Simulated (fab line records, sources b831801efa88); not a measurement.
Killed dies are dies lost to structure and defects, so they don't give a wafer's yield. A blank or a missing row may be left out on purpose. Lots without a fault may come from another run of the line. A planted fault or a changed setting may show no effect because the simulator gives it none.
fab line records | flow sky130
record lots=14 wafers=42 last_day=50
route steps=708 shown POLY_GATE@232 LDD_HVN@276 LDD_HVP@288 LDD_LDN@300
lots that met no fault: from a run of the same line without faults
start_h: hours from the record's first day to the start of the lot's first wafer shown | wait_h: hours since the lot's step before | " the same as in the row above | L1.1+2: a row that stands for several wafers | - no value, or no start given | * or withheld: withheld | < > ~ a bound
route shown NAME@n: a module of which the file shows steps, and the number in the route of the first | usual: mean/standard deviation of fault-free wafers | same: alike in all rows | chamber/n: place in a boat | sites: the reading at each site | _std_site: their standard deviation | _edge_site: outer sites' mean less inner sites' | radius_mm: how far each site lies from the wafer's centre | mask NAME#n: copy n | behind: the tool/chamber that last shaped the wafer | hold: why the lot was held/for how many hours/how that ended | device: the transistor (n, p or np) that didn't switch | end of line: the same wafers' tests at the end of the route | a step without rows: its recipe alone | killed: dies lost to structure and defects at the first sort, not the wafer's yield | map: a wafer's dies, x killed, . not, _ none there
set.NAME: the setting as run; set.NAME@STEP: as run at that earlier step | model.NAME: the simulator's own value behind a step, which no gauge read
steps of the route over a sample of lots; a table a step, a row a wafer
services: from which hour (start_h, from the record's first day; less than 0 if before it) a tool's chamber was out of use, for how many hours, and why
## steps
# step SKY_POLY_GATE_STRIP_18
# recipe chemistry=O2/N2 power_w=1400 pressure_mtorr=1500 platen_temp_c=withheld o2_flow_sccm=3000 n2_flow_sccm=300 overash_fraction=0.5
# usual drypump_motor_current_A=5.7/0.33 o2_flow_sccm=3001/9.4 oes_product_au=0.360/0.0048 strip_time_to_endpoint_s=3.149/0.03
# columns lot.wafer tool chamber start_h wait_h drypump_motor_current_A o2_flow_sccm oes_product_au rf_hours_counter_h strip_time_to_endpoint_s
L809.1 plasma_asher-04 0 380.43 0.0 5.7 2995 0.368 24 3.178
L809.3 " 0 " " 5.7 2989 0.360 - 3.115
L809.6 " 1 " " 5.3 2994 0.364 - 3.122
L810.2 plasma_asher-02 0 388.88 0.0 5.9 3002 0.355 68 3.202
L810.4 " 1 " " 5.7 3016 0.342 - 3.144
L810.5 " 1 " " 5.7 3004 0.358 - 3.133
L811.1 plasma_asher-04 0 415.78 0.0 5.7 2993 0.367 28 3.156
L811.4 " 0 " " 5.7 3005 0.360 - 3.133
L811.6 " 1 " " 5.3 2999 0.356 - 3.197
L812.2 plasma_asher-04 0 442.88 0.0 5.7 3014 0.358 32 3.098
L812.4 " 1 " " 5.3 3016 0.362 - 3.159
L812.6 " 1 " " 5.3 3007 0.361 - 3.142
L814.1 plasma_asher-01 0 451.73 0.0 6.3 3007 0.355 62 3.148
L814.2 " 1 " " 5.8 2990 0.351 62 3.131
L814.3 " 1 " " 5.8 2993 0.360 - 3.116
L813.2 plasma_asher-02 1 452.52 0.0 5.7 2996 0.355 72 3.145
L813.4 " 1 " " 5.7 3006 0.364 - 3.122
L813.6 " 1 " " 5.8 2994 0.361 - 3.118
L815.3 plasma_asher-01 1 467.91 0.1 5.8 3000 0.357 - 3.104
L815.5 " 1 " " 5.8 3009 0.355 - 3.164
L815.6 " 0 " " 6.3 3009 0.355 - 3.101
L817.2 plasma_asher-04 1 470.18 0.0 5.3 3012 0.361 34 3.134
L817.3 " 1 " " 5.4 3009 0.352 - 3.170
L817.6 " 0 " " 5.7 2999 0.366 - 3.161
L819.3 plasma_asher-04 0 479.25 0.1 5.7 2986 0.355 - 3.119
L819.4 " 1 " " 5.3 3007 0.362 - 3.171
L819.5 " 0 " " 5.7 2997 0.360 - 3.118
L821.2 plasma_asher-04 0 490.12 0.0 5.7 2996 0.356 37 3.181
L821.3 " 0 " " 5.7 3001 0.363 - 3.176
L821.6 " 0 " " 5.7 3002 0.355 - 3.162
L823.1 plasma_asher-04 1 514.02 0.0 5.3 2993 0.361 39 3.105
L823.2 " 0 " " 5.7 2998 0.363 39 3.140
L823.3 " 1 " " 5.3 3001 0.371 - 3.117
L825.1 plasma_asher-02 1 527.83 0.0 5.7 2991 0.354 79 3.199
L825.5 " 1 " " 5.7 2991 0.360 - 3.190
L825.6 " 0 " " 5.9 2991 0.367 - 3.159
L826.2 plasma_asher-01 0 537.47 0.0 6.3 3000 0.355 69 3.136
L826.4 " 0 " " 6.3 2999 0.361 - 3.143
L826.5 " 0 " " 6.3 2994 0.355 - 3.172
L827.1 plasma_asher-04 0 539.83 0.0 5.7 2988 0.358 42 3.195
L827.2 " 1 " " 5.3 3008 0.366 42 3.182
L827.6 " 0 " " 5.7 2994 0.368 - 3.150
# step SKY_LDD_HVN_STRIP_09
# recipe chemistry=O2/N2 power_w=1400 pressure_mtorr=1500 platen_temp_c=withheld o2_flow_sccm=3000 n2_flow_sccm=300 overash_fraction=0.5
# usual drypump_motor_current_A=5.82/0.28 o2_flow_sccm=2999/9.7 oes_product_au=0.409/0.0048 strip_time_to_endpoint_s=4.133/0.013
# columns lot.wafer tool chamber start_h wait_h drypump_motor_current_A o2_flow_sccm oes_product_au rf_hours_counter_h strip_time_to_endpoint_s
L809.1 plasma_asher-03 1 480.86 0.1 5.86 2988 0.410 5 4.123
L809.3 " 0 " " 5.44 3014 0.412 - 4.130
L809.6 " 1 " " 5.81 2998 0.415 - 4.109
L810.2 plasma_asher-03 0 484.91 0.1 5.47 3006 0.402 5 4.123
L810.4 " 1 " " 5.89 2991 0.411 - 4.128
L810.5 " 1 " " 5.87 2995 0.405 - 4.125
L811.1 plasma_asher-02 0 510.46 0.1 5.92 2981 0.408 77 4.142
L811.4 " 1 " " 5.72 2998 0.400 - 4.131
L811.6 " 1 " " 5.71 3003 0.411 - 4.130
L812.2 plasma_asher-02 1 538.16 0.1 5.71 2998 0.408 80 4.134
L812.4 " 0 " " 5.90 2998 0.414 - 4.146
L812.6 " 0 " " 5.91 2996 0.414 - 4.136
L814.1 plasma_asher-03 1 546.86 0.1 5.86 2992 0.408 11 4.130
L814.2 " 0 " " 5.43 2995 0.408 11 4.146
L814.3 " 0 " " 5.39 2993 0.399 - 4.141
L813.2 plasma_asher-01 1 547.52 0.1 5.80 2998 0.411 70 4.130
L813.4 " 1 " " 5.78 2992 0.399 - 4.124
L813.6 " 1 " " 5.78 3011 0.410 - 4.143
L815.3 plasma_asher-01 0 562.25 0.1 6.32 3003 0.405 - 4.123
L815.5 " 1 " " 5.81 3017 0.402 - 4.113
L815.6 " 0 " " 6.32 3009 0.412 - 4.117
L817.2 plasma_asher-03 1 565.01 0.1 5.83 3002 0.401 13 4.135
L817.3 " 0 " " 5.38 3010 0.411 - 4.106
L817.6 " 0 " " 5.39 3000 0.407 - 4.132
L819.3 plasma_asher-03 1 571.94 0.1 5.88 2993 0.403 - 4.141
L819.4 " 0 " " 5.39 3011 0.412 - 4.153
L819.5 " 0 " " 5.40 3016 0.404 - 4.156
L821.2 plasma_asher-01 1 586.56 0.1 5.80 3015 0.402 74 4.114
L821.3 " 1 " " 5.80 2999 0.419 - 4.140
L821.6 " 0 " " 6.33 2991 0.396 - 4.118
L823.1 plasma_asher-02 0 604.96 0.1 5.88 2995 0.410 87 4.126
L823.2 " 1 " " 5.74 3013 0.410 87 4.127
L823.3 " 0 " " 5.90 2992 0.411 - 4.129
L825.1 plasma_asher-01 0 619.76 0.1 6.34 3001 0.410 77 4.135
L825.5 " 1 " " 5.79 2993 0.400 - 4.098
L825.6 " 0 " " 6.36 2980 0.410 - 4.107
L826.2 plasma_asher-02 0 628.21 0.1 5.89 2999 0.402 89 4.147
L826.4 " 0 " " 5.90 3001 0.408 - 4.149
L826.5 " 1 " " 5.72 3007 0.404 - 4.150
L827.1 plasma_asher-01 1 630.31 0.1 5.80 2993 0.409 78 4.127
L827.2 " 0 " " 6.32 3007 0.414 78 4.137
L827.6 " 1 " " 5.78 3007 0.415 - 4.145
# step SKY_LDD_HVP_TW_MEAS_10
# usual LDD_HVP_TW=458.6/2.5
# columns lot.wafer tool chamber start_h wait_h LDD_HVP_TW
L809.1 film_metro-03 - 512.26 0.1 457.2
L809.3 " - " " 459.2
L809.6 " - " " 459.2
L810.2 film_metro-01 - 515.73 0.1 458.2
L810.4 " - " " 457.8
L810.5 " - " " 458.7
L811.1 film_metro-03 - 540.82 0.1 451.8
L811.4 " - " " 454.6
L811.6 " - " " 457.0
L812.2 film_metro-03 - 568.48 0.1 461.4
L812.4 " - " " 461.2
L812.6 " - " " 459.2
L814.1 film_metro-04 - 576.32 0.1 458.6
L814.2 " - " " 457.3
L814.3 " - " " 458.5
L813.2 film_metro-04 - 577.73 0.1 457.0
L813.4 " - " " 456.2
L813.6 " - " " 459.1
L815.3 film_metro-03 - 592.34 0.1 456.2
L815.5 " - " " 459.6
L815.6 " - " " 456.7
L817.2 film_metro-04 - 595.03 0.1 457.5
L817.3 " - " " 458.5
L817.6 " - " " 460.6
L819.3 film_metro-04 - 601.34 0.1 459.5
L819.4 " - " " 457.1
L819.5 " - " " 462.3
L821.2 film_metro-03 - 615.28 0.1 457.9
L821.3 " - " " 457.3
L821.6 " - " " 457.5
L823.1 film_metro-01 - 634.12 0.1 462.3
L823.2 " - " " 461.8
L823.3 " - " " 459.8
L825.1 film_metro-01 - 649.81 0.1 458.9
L825.5 " - " " 462.8
L825.6 " - " " 460.2
L826.2 film_metro-01 - 657.48 0.1 458.6
L826.4 " - " " 458.3
L826.5 " - " " 462.7
L827.1 film_metro-03 - 658.86 0.1 456.0
L827.2 " - " " 457.8
L827.6 " - " " 457.7
# step SKY_LDD_LDN_IMPLANT_11
# recipe species=As energy_kev=15 dose_cm2=1.25e+13 tilt_deg=withheld rotation_deg=293
# usual dose_ions_cm2=1.2502e+13/1.4e+10 faraday_current_uA=70.3/1.4
# columns lot.wafer tool chamber start_h wait_h dose_ions_cm2 faraday_current_uA
L809.1 implanter-04 0 542.57 0.1 1.2511e+13 70.0
L809.3 " 0 " " 1.2504e+13 72.1
L809.6 " 0 " " 1.2507e+13 70.7
L810.2 implanter-02 0 546.09 0.1 1.253e+13 70.2
L810.4 " 0 " " 1.2518e+13 68.4
L810.5 " 0 " " 1.2507e+13 69.5
L811.1 implanter-01 0 571.36 0.1 1.2468e+13 69.3
L811.4 " 0 " " 1.2488e+13 70.7
L811.6 " 0 " " 1.2509e+13 69.9
L812.2 implanter-01 0 597.83 0.1 1.2484e+13 72.3
L812.4 " 0 " " 1.2482e+13 69.5
L812.6 " 0 " " 1.2481e+13 70.5
L814.1 implanter-04 0 606.16 0.1 1.2491e+13 70.4
L814.2 " 0 " " 1.2489e+13 72.1
L814.3 " 0 " " 1.249e+13 70.3
L813.2 implanter-02 0 607.08 0.1 1.2489e+13 70.8
L813.4 " 0 " " 1.2506e+13 72.1
L813.6 " 0 " " 1.2492e+13 67.0
L815.3 implanter-01 0 621.32 0.1 1.2508e+13 70.6
L815.5 " 0 " " 1.2511e+13 70.4
L815.6 " 0 " " 1.2518e+13 70.3
L817.2 implanter-02 0 626.09 0.1 1.2496e+13 70.5
L817.3 " 0 " " 1.2511e+13 72.5
L817.6 " 0 " " 1.2507e+13 69.5
L819.3 implanter-02 0 630.41 0.1 1.2508e+13 70.1
L819.4 " 0 " " 1.2518e+13 74.4
L819.5 " 0 " " 1.2515e+13 71.4
L821.2 implanter-02 0 644.64 0.1 5.564e+12 30.1
L821.3 " 0 " " 5.582e+12 30.4
L821.6 " 0 " " 5.566e+12 31.4
L823.1 implanter-02 0 664.16 0.1 5.523e+12 32.2
L823.2 " 0 " " 5.538e+12 30.2
L823.3 " 0 " " 5.548e+12 31.6
L825.1 implanter-04 0 678.96 0.1 1.2508e+13 70.7
L825.5 " 0 " " 1.2506e+13 70.4
L825.6 " 0 " " 1.2496e+13 71.8
L826.2 implanter-01 0 685.49 0.1 1.2491e+13 71.2
L826.4 " 0 " " 1.2495e+13 70.3
L826.5 " 0 " " 1.2499e+13 70.8
L827.1 implanter-04 0 687.62 0.1 1.2502e+13 67.1
L827.2 " 0 " " 1.2515e+13 69.8
L827.6 " 0 " " 1.251e+13 68.7
# step SKY_LDD_LDN_TW_MEAS_13
# usual LDD_LDN_TW=1491/12
# columns lot.wafer tool chamber start_h wait_h LDD_LDN_TW
L809.1 film_metro-01 - 542.82 0.1 1501
L809.3 " - " " 1491
L809.6 " - " " 1490
L810.2 film_metro-02 - 546.32 0.1 1478
L810.4 " - " " 1480
L810.5 " - " " 1481
L811.1 film_metro-04 - 571.61 0.1 1494
L811.4 " - " " 1489
L811.6 " - " " 1499
L812.2 film_metro-04 - 598.07 0.1 1484
L812.4 " - " " 1484
L812.6 " - " " 1488
L814.1 film_metro-04 - 606.41 0.1 1492
L814.2 " - " " 1478
L814.3 " - " " 1488
L813.2 film_metro-01 - 607.32 0.1 1496
L813.4 " - " " 1485
L813.6 " - " " 1487
L815.3 film_metro-01 - 621.54 0.1 1492
L815.5 " - " " 1494
L815.6 " - " " 1488
L817.2 film_metro-04 - 626.33 0.1 1501
L817.3 " - " " 1498
L817.6 " - " " 1502
L819.3 film_metro-04 - 630.63 0.1 1508
L819.4 " - " " 1516
L819.5 " - " " 1514
L821.2 film_metro-02 - 644.87 0.1 1404
L821.3 " - " " 1396
L821.6 " - " " 1396
L823.1 film_metro-04 - 664.41 0.1 1428
L823.2 " - " " 1433
L823.3 " - " " 1429
L825.1 film_metro-01 - 679.21 0.1 1498
L825.5 " - " " 1506
L825.6 " - " " 1502
L826.2 film_metro-04 - 685.72 0.1 1492
L826.4 " - " " 1497
L826.5 " - " " 1490
L827.1 film_metro-01 - 687.87 0.1 1499
L827.2 " - " " 1497
L827.6 " - " " 1496
## services
# columns tool chamber start_h hours kind
implanter-01 - 380.25 3.3 repair
implanter-02 - 381.67 0.6 repair
plasma_asher-01 - 394.54 1.0 repair
plasma_asher-02 - 396.30 31.3 pm
implanter-01 - 406.94 13.8 repair
plasma_asher-03 - 421.25 9.0 pm
plasma_asher-04 - 427.30 2.5 repair
implanter-02 - 428.12 1.8 repair
implanter-01 - 431.85 2.6 repair
implanter-04 - 448.98 5.2 repair
plasma_asher-02 - 460.99 2.3 repair
implanter-01 - 487.46 0.9 repair
plasma_asher-03 - 491.72 5.3 repair
plasma_asher-01 - 498.76 2.2 repair
plasma_asher-01 - 517.09 3.4 repair
plasma_asher-01 - 519.06 8.1 repair
implanter-02 - 555.19 5.6 pm
implanter-02 - 594.26 4.9 repair
plasma_asher-01 - 610.32 2.5 repair
plasma_asher-02 - 617.32 0.7 repair
plasma_asher-01 - 634.12 0.9 repair
plasma_asher-01 - 655.81 1.4 repair
implanter-02 - 681.88 4.3 pm
plasma_asher-04 - 683.79 3.6 repair
## key
first_sign step=SKY_LDD_LDN_IMPLANT_11 reading=dose_ions_cm2 direction=down sigmas=99+ usual=* struck=*
effect step=SKY_LDD_LDN_IMPLANT_11 reading=faraday_current_uA direction=down sigmas=27 usual=70.3 struck=31.0
effect step=SKY_LDD_LDN_TW_MEAS_13 reading=LDD_LDN_TW direction=down sigmas=6.3 usual=1491 struck=1414
met_at SKY_LDD_LDN_IMPLANT_11
struck_lots L821,L823
rows_end L821.2,L821.3,L821.6,L823.3
sort_left_out L823.1,L823.2
tester_left_out L823
not_acting_at SKY_POLY_GATE_STRIP_18,SKY_LDD_HVN_STRIP_09,SKY_LDD_HVP_TW_MEAS_10
onset_between 630.41 644.64
fault kind=process_parameter_drift tool=implanter-02 chamber=- onset_h=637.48 steps=SKY_LDD_LDN_IMPLANT_11 channel=dose_cm2 offset=* shape=step end_h=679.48 acts_in=* stated=*
# tester_left_out: of these lots the tester's yield and bins aren't shown, on N5 and GAA mostly nor the transistor test; their killed dies are dies lost to structure and defects alone, not to doping, threshold or leakage, so they don't give the yield
# sort_left_out: the simulated sort isn't trusted on such a fault, so these wafers' sort isn't shown, and their yield isn't known
# rows_end: these wafers met a further fault down the route, and their rows from its step on are left out
